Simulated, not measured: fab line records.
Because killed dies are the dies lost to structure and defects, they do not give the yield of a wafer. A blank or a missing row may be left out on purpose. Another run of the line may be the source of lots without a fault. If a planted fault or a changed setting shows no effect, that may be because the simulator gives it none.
fab line records ; flow sky130
record lots=15; wafers=45; lastDay=50
route steps=708 shown METAL1@434 METAL2@495 VIA2@510
lots with no fault: from the same line, run without faults
startH: start of the lot's first displayed wafer, in hours after the record's first day ; waitH: how many hours have passed since the lot's step before this one ; " repeats the value in the row above ; L1.1+2: one row covering several wafers at once ; - either no value or no given start ; * or withheld: withheld ; < > ~ a bound
route shown NAME@n: NAME is a module with steps in the file, n the number in the route of the first one ; usual: mean and standard deviation over wafers with no fault ; same: alike in all rows ; chamber/n: place in a boat ; sites: per-site readings ; _std_site: the values' standard deviation ; _edge_site: inner sites' mean taken away from outer sites' mean ; radiusMm: how far each site lies from the wafer's centre ; mask NAME#n: copy n ; behind: tool/chamber where the wafer was last shaped ; hold: reason for holding the lot/hours on hold/outcome of the hold ; device: the transistor (n, p or np) that didn't switch ; end of line: tests run on the same wafers once the route is complete ; step lacking rows: just its recipe ; killed: at the first sort, the dies lost to defects and structure; wafer yield is something else ; map: dies across one wafer; x = killed, . = not, _ = none there
set.NAME: the setting that was run; set.NAME@STEP: the one run at that earlier step ; model.NAME: the simulator's own value behind a step, which no gauge read
the route's steps for a sample of lots (tables are steps, rows are wafers)
services: when a tool's chamber went out of use (startH, in hours from the record's first day, below 0 if earlier), for how many hours, and the reason
## steps
# step SKY_METAL1_SPUTTER_00
# recipe material=Ti; targetThkNm=15; powerW=3000; timeS=10; chamberPressurePa=0.4
# usual throttleValvePct=29.7/1.2
lot.wafer;tool;chamber;startH;waitH;throttleValvePct
L746.2;pvdSputter-04;-;745.17;0.2;28.7
L746.3;pvdSputter-04;-;745.17;0.2;30.6
L746.6;pvdSputter-04;-;745.17;0.2;30.5
L747.1;pvdSputter-04;-;754.96;0.2;28.9
L747.3;pvdSputter-04;-;754.96;0.2;30.5
L747.6;pvdSputter-04;-;754.96;0.2;29.0
L748.1;pvdSputter-03;-;762.67;0.2;26.4
L748.2;pvdSputter-03;-;762.67;0.2;30.6
L748.4;pvdSputter-03;-;762.67;0.2;30.2
L749.2;pvdSputter-03;-;779.87;0.1;29.5
L749.3;pvdSputter-03;-;779.87;0.1;30.3
L749.6;pvdSputter-03;-;779.87;0.1;30.5
L750.2;pvdSputter-04;-;780.38;0.2;28.8
L750.3;pvdSputter-04;-;780.38;0.2;30.5
L750.6;pvdSputter-04;-;780.38;0.2;29.2
L755.1;pvdSputter-04;-;835.83;0.2;30.4
L755.3;pvdSputter-04;-;835.83;0.2;28.9
L755.6;pvdSputter-04;-;835.83;0.2;30.0
L758.1;pvdSputter-03;-;843.96;0.2;26.6
L758.3;pvdSputter-03;-;843.96;0.2;29.5
L758.6;pvdSputter-03;-;843.96;0.2;26.6
L757.3;pvdSputter-02;-;845.27;0.1;28.4
L757.4;pvdSputter-02;-;845.27;0.1;29.9
L757.6;pvdSputter-02;-;845.27;0.1;28.2
L759.2;pvdSputter-03;-;856.62;0.1;30.5
L759.4;pvdSputter-03;-;856.62;0.1;30.3
L759.5;pvdSputter-03;-;856.62;0.1;30.1
L760.1;pvdSputter-04;-;859.16;0.2;30.1
L760.3;pvdSputter-04;-;859.16;0.2;29.4
L760.6;pvdSputter-04;-;859.16;0.2;30.0
L761.1;pvdSputter-04;-;869.39;0.2;29.8
L761.2;pvdSputter-04;-;869.39;0.2;29.8
L761.3;pvdSputter-04;-;869.39;0.2;30.4
L765.4;pvdSputter-03;-;891.43;0.2;29.9
L765.5;pvdSputter-03;-;891.43;0.2;29.1
L765.6;pvdSputter-03;-;891.43;0.2;26.6
L766.3;pvdSputter-02;-;915.37;0.1;30.6
L766.4;pvdSputter-02;-;915.37;0.1;28.4
L766.5;pvdSputter-02;-;915.37;0.1;31.0
L768.4;pvdSputter-02;-;919.27;0.2;31.3
L768.5;pvdSputter-02;-;919.27;0.2;30.6
L768.6;pvdSputter-02;-;919.27;0.2;28.2
L769.1;pvdSputter-04;-;919.46;0.1;30.2
L769.4;pvdSputter-04;-;919.46;0.1;30.7
L769.5;pvdSputter-04;-;919.46;0.1;29.9
# step SKY_METAL1_SPUTTER_04
# recipe material=TiN; targetThkNm=70; powerW=6500; timeS=58.3; chamberPressurePa=0.4
# usual throttleValvePct=29.7/1.2
lot.wafer;tool;chamber;startH;waitH;throttleValvePct
L746.2;pvdSputter-04;-;745.26;0.0;28.9
L746.3;pvdSputter-04;-;745.26;0.0;30.6
L746.6;pvdSputter-04;-;745.26;0.0;30.7
L747.1;pvdSputter-04;-;755.05;0.0;29.1
L747.3;pvdSputter-04;-;755.05;0.0;30.7
L747.6;pvdSputter-04;-;755.05;0.0;28.8
L748.1;pvdSputter-03;-;762.76;0.0;26.4
L748.2;pvdSputter-03;-;762.76;0.0;30.4
L748.4;pvdSputter-03;-;762.76;0.0;30.2
L749.2;pvdSputter-03;-;779.96;0.0;29.3
L749.3;pvdSputter-03;-;779.96;0.0;30.4
L749.6;pvdSputter-03;-;779.96;0.0;30.7
L750.2;pvdSputter-04;-;780.47;0.0;28.9
L750.3;pvdSputter-04;-;780.47;0.0;30.4
L750.6;pvdSputter-04;-;780.47;0.0;29.4
L755.1;pvdSputter-04;-;835.92;0.0;30.6
L755.3;pvdSputter-04;-;835.92;0.0;28.8
L755.6;pvdSputter-04;-;835.92;0.0;30.0
L758.1;pvdSputter-03;-;844.05;0.0;26.8
L758.3;pvdSputter-03;-;844.05;0.0;29.2
L758.6;pvdSputter-03;-;844.05;0.0;26.7
L757.3;pvdSputter-02;-;845.36;0.0;28.2
L757.4;pvdSputter-02;-;845.36;0.0;29.5
L757.6;pvdSputter-02;-;845.36;0.0;28.4
L759.2;pvdSputter-03;-;856.71;0.0;30.5
L759.4;pvdSputter-03;-;856.71;0.0;30.1
L759.5;pvdSputter-03;-;856.71;0.0;30.0
L760.1;pvdSputter-04;-;859.25;0.0;29.8
L760.3;pvdSputter-04;-;859.25;0.0;29.4
L760.6;pvdSputter-04;-;859.25;0.0;29.9
L761.1;pvdSputter-04;-;869.48;0.0;30.2
L761.2;pvdSputter-04;-;869.48;0.0;29.3
L761.3;pvdSputter-04;-;869.48;0.0;30.7
L765.4;pvdSputter-03;-;891.52;0.0;30.0
L765.5;pvdSputter-03;-;891.52;0.0;29.3
L765.6;pvdSputter-03;-;891.52;0.0;26.6
L766.3;pvdSputter-02;-;915.46;0.0;30.7
L766.4;pvdSputter-02;-;915.46;0.0;28.5
L766.5;pvdSputter-02;-;915.46;0.0;30.6
L768.4;pvdSputter-02;-;919.36;0.0;31.2
L768.5;pvdSputter-02;-;919.36;0.0;30.9
L768.6;pvdSputter-02;-;919.36;0.0;28.2
L769.1;pvdSputter-04;-;919.55;0.0;29.8
L769.4;pvdSputter-04;-;919.55;0.0;30.8
L769.5;pvdSputter-04;-;919.55;0.0;30.0
# step SKY_METAL2_EXPOSE_12
# recipe maskId=MM2; na=0.8; sourceShape=annular; sigmaInner=0.55; sigmaOuter=0.85; targetCdNm=140; doseMj=28
# usual exposureDoseMJCm2=28.19/0.27
lot.wafer;tool;chamber;startH;waitH;mask;exposureDoseMJCm2
L746.2;krfScanner-01;0;815.67;-;MM2#0;27.99
L746.3;krfScanner-01;0;815.67;-;MM2#0;27.97
L746.6;krfScanner-01;0;815.67;-;MM2#0;27.99
L747.1;krfScanner-02;0;826.37;-;MM2#0;27.96
L747.3;krfScanner-02;0;826.37;-;MM2#0;27.92
L747.6;krfScanner-02;0;826.37;-;MM2#0;27.93
L748.1;krfScanner-02;0;833.62;-;MM2#0;27.91
L748.2;krfScanner-02;0;833.62;-;MM2#0;27.93
L748.4;krfScanner-02;0;833.62;-;MM2#0;27.95
L749.2;krfScanner-01;0;850.82;-;MM2#0;28.45
L749.3;krfScanner-01;0;850.82;-;MM2#0;28.45
L749.6;krfScanner-01;0;850.82;-;MM2#0;28.45
L750.2;krfScanner-01;0;851.12;-;MM2#0;28.48
L750.3;krfScanner-01;0;851.12;-;MM2#0;28.49
L750.6;krfScanner-01;0;851.12;-;MM2#0;28.50
L755.1;krfScanner-02;0;905.28;-;MM2#0;27.89
L755.3;krfScanner-02;0;905.28;-;MM2#0;27.90
L755.6;krfScanner-02;0;905.28;-;MM2#0;27.89
L758.1;krfScanner-01;0;912.62;-;MM2#0;28.48
L758.3;krfScanner-01;0;912.62;-;MM2#0;28.49
L758.6;krfScanner-01;0;912.62;-;MM2#0;28.44
L757.3;krfScanner-02;0;913.21;-;MM2#0;18.92
L757.4;krfScanner-02;0;913.21;-;MM2#0;18.96
L757.6;krfScanner-02;0;913.21;-;MM2#0;18.95
L759.2;krfScanner-02;0;924.77;-;MM2#0;19.01
L759.4;krfScanner-02;0;924.77;-;MM2#0;18.92
L759.5;krfScanner-02;0;924.77;-;MM2#0;18.96
L760.1;krfScanner-02;0;927.05;-;MM2#0;20.73
L760.3;krfScanner-02;0;927.05;-;MM2#0;20.74
L760.6;krfScanner-02;0;927.05;-;MM2#0;20.74
L761.1;krfScanner-01;0;937.45;-;MM2#0;28.47
L761.2;krfScanner-01;0;937.45;-;MM2#0;28.50
L761.3;krfScanner-01;0;937.45;-;MM2#0;28.50
L765.4;krfScanner-01;0;957.58;-;MM2#0;28.49
L765.5;krfScanner-01;0;957.58;-;MM2#0;28.45
L765.6;krfScanner-01;0;957.58;-;MM2#0;28.52
L766.3;krfScanner-01;0;981.14;-;MM2#0;28.44
L766.4;krfScanner-01;0;981.14;-;MM2#0;28.44
L766.5;krfScanner-01;0;981.14;-;MM2#0;28.42
L768.4;krfScanner-01;0;982.51;-;MM2#0;28.42
L768.5;krfScanner-01;0;982.51;-;MM2#0;28.45
L768.6;krfScanner-01;0;982.51;-;MM2#0;28.48
L769.1;krfScanner-01;0;983.62;-;MM2#0;28.45
L769.4;krfScanner-01;0;983.62;-;MM2#0;28.48
L769.5;krfScanner-01;0;983.62;-;MM2#0;28.48
# step SKY_METAL2_CD_MEAS_15
# recipe targetCdNm=140
# usual cdNm=140.3/1.4
lot.wafer;tool;chamber;startH;waitH;cdNm
L746.2;cdSem-02;-;828.87;-;139.5
L746.3;cdSem-02;-;828.87;-;140.5
L746.6;cdSem-02;-;828.87;-;141.1
L747.1;cdSem-02;-;839.45;-;140.1
L747.3;cdSem-02;-;839.45;-;138.8
L747.6;cdSem-02;-;839.45;-;139.3
L748.1;cdSem-02;-;846.45;-;140.7
L748.2;cdSem-02;-;846.45;-;140.0
L748.4;cdSem-02;-;846.45;-;141.1
L749.2;cdSem-02;-;864.03;-;141.6
L749.3;cdSem-02;-;864.03;-;140.9
L749.6;cdSem-02;-;864.03;-;141.3
L750.2;cdSem-02;-;864.29;-;142.7
L750.3;cdSem-02;-;864.29;-;142.7
L750.6;cdSem-02;-;864.29;-;141.5
L755.1;cdSem-01;-;918.22;-;141.3
L755.3;cdSem-01;-;918.22;-;139.6
L755.6;cdSem-01;-;918.22;-;138.9
L758.1;cdSem-01;-;924.47;-;139.5
L758.3;cdSem-01;-;924.47;-;141.8
L758.6;cdSem-01;-;924.47;-;141.0
L757.3;cdSem-02;-;925.14;-;214.7
L757.4;cdSem-02;-;925.14;-;214.7
L757.6;cdSem-02;-;925.14;-;214.4
L759.2;cdSem-02;-;937.34;-;211.6
L759.4;cdSem-02;-;937.34;-;212.9
L759.5;cdSem-02;-;937.34;-;212.6
L760.1;cdSem-02;-;939.52;-;199.5
L760.3;cdSem-02;-;939.52;-;198.2
L760.6;cdSem-02;-;939.52;-;198.9
L761.1;cdSem-01;-;949.50;-;138.8
L761.2;cdSem-01;-;949.50;-;140.5
L761.3;cdSem-01;-;949.50;-;140.0
L765.4;cdSem-01;-;969.11;-;141.1
L765.5;cdSem-01;-;969.11;-;142.7
L765.6;cdSem-01;-;969.11;-;141.3
L766.3;cdSem-02;-;993.31;-;139.2
L766.4;cdSem-02;-;993.31;-;138.1
L766.5;cdSem-02;-;993.31;-;140.3
L768.4;cdSem-02;-;994.73;-;141.8
L768.5;cdSem-02;-;994.73;-;141.0
L768.6;cdSem-02;-;994.73;-;141.2
L769.1;cdSem-02;-;995.67;-;141.6
L769.4;cdSem-02;-;995.67;-;142.0
L769.5;cdSem-02;-;995.67;-;142.2
# step SKY_VIA2_BOW_MEAS_03
# recipe mode=bow
# usual VIA2_BOW=86/7.8
lot.wafer;tool;chamber;startH;waitH;VIA2_BOW[um]
L746.2;filmMetro-04;-;830.30;0.2;70
L746.3;filmMetro-04;-;830.30;0.2;67
L746.6;filmMetro-04;-;830.30;0.2;81
L747.1;filmMetro-02;-;840.87;0.1;84
L747.3;filmMetro-02;-;840.87;0.1;88
L747.6;filmMetro-02;-;840.87;0.1;100
L748.1;filmMetro-01;-;847.91;0.2;80
L748.2;filmMetro-01;-;847.91;0.2;90
L748.4;filmMetro-01;-;847.91;0.2;82
L749.2;filmMetro-04;-;865.55;0.1;89
L749.3;filmMetro-04;-;865.55;0.1;89
L749.6;filmMetro-04;-;865.55;0.1;73
L750.2;filmMetro-02;-;865.85;0.2;104
L750.3;filmMetro-02;-;865.85;0.2;94
L750.6;filmMetro-02;-;865.85;0.2;87
L755.1;filmMetro-04;-;919.76;0.1;87
L755.3;filmMetro-04;-;919.76;0.1;80
L755.6;filmMetro-04;-;919.76;0.1;87
L758.1;filmMetro-01;-;926.03;0.1;85
L758.3;filmMetro-01;-;926.03;0.1;97
L758.6;filmMetro-01;-;926.03;0.1;83
L761.1;filmMetro-02;-;951.15;0.1;88
L761.2;filmMetro-02;-;951.15;0.1;91
L761.3;filmMetro-02;-;951.15;0.1;99
L765.4;filmMetro-02;-;970.54;0.2;83
L765.5;filmMetro-02;-;970.54;0.2;84
L765.6;filmMetro-02;-;970.54;0.2;87
L766.3;filmMetro-02;-;994.77;0.2;73
L766.4;filmMetro-02;-;994.77;0.2;82
L766.5;filmMetro-02;-;994.77;0.2;94
L768.4;filmMetro-02;-;996.30;0.2;94
L768.5;filmMetro-02;-;996.30;0.2;86
L768.6;filmMetro-02;-;996.30;0.2;87
L769.1;filmMetro-01;-;997.20;0.1;69
L769.4;filmMetro-01;-;997.20;0.1;85
L769.5;filmMetro-01;-;997.20;0.1;77
## services
tool;chamber;startH;hours;kind
pvdSputter-04;0;748.26;-;consumableReplace:kit
krfScanner-02;-;760.79;0.8;pm
pvdSputter-02;-;763.17;1.6;repair
krfScanner-01;-;787.88;0.5;repair
pvdSputter-04;-;797.39;6.3;repair
krfScanner-02;-;803.63;1.3;pm
krfScanner-01;-;805.65;1.0;pm
krfScanner-01;-;810.26;0.8;pm
pvdSputter-02;-;815.32;7.7;repair
krfScanner-01;-;833.21;4.9;repair
krfScanner-01;-;838.86;1.3;pm
krfScanner-02;-;845.80;0.4;repair
krfScanner-02;-;847.68;3.6;repair
krfScanner-01;-;851.31;3.6;pm
krfScanner-02;-;870.30;1.0;pm
pvdSputter-04;-;878.17;1.7;repair
krfScanner-02;-;887.12;0.8;pm
krfScanner-01;-;925.96;4.0;pm
pvdSputter-04;-;927.74;6.3;repair
pvdSputter-03;-;931.24;2.2;repair
pvdSputter-03;-;937.18;2.4;repair
krfScanner-01;-;974.76;1.0;pm
krfScanner-01;-;979.04;0.8;pm
krfScanner-02;-;979.79;1.3;pm
## key
firstSign step=SKY_METAL2_EXPOSE_12; reading=exposureDoseMJCm2; direction=down; sigmas=32; usual=*; struck=*
effect step=SKY_METAL2_CD_MEAS_15; reading=cdNm; direction=up; sigmas=48; usual=140.3; struck=208.6; through=controlLoop
metAt SKY_METAL2_EXPOSE_12
struckLots L757,L759,L760
laterRowsLeftOut L757.3,L757.4,L757.6,L759.2,L759.4,L759.5,L760.1,L760.3,L760.6
sortLeftOut L757.3,L757.4,L757.6,L759.2,L759.4,L759.5,L760.1,L760.3,L760.6
loopTrim step=SKY_METAL2_EXPOSE_12; setting=dose; lots=L760
notActingAt SKY_METAL1_SPUTTER_00,SKY_METAL1_SPUTTER_04,SKY_VIA2_BOW_MEAS_03
onsetBetween 905.28 913.21
fault kind=processParameterDrift; tool=krfScanner-02; chamber=-; onsetH=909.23; steps=SKY_METAL2_EXPOSE_12; channel=doseMj; offset=-8.9904; shape=step; actsIn=theseRecipesOnly; stated=28
# sortLeftOut: the simulated sort isn't trusted on such a fault, so these wafers' sort isn't shown, and their yield isn't known
# laterRowsLeftOut: the simulator's readings of these wafers behind a module that went badly wrong aren't trusted and aren't shown, but for the sort
# loopTrim: a control loop set the setting to another value than it would have without faults
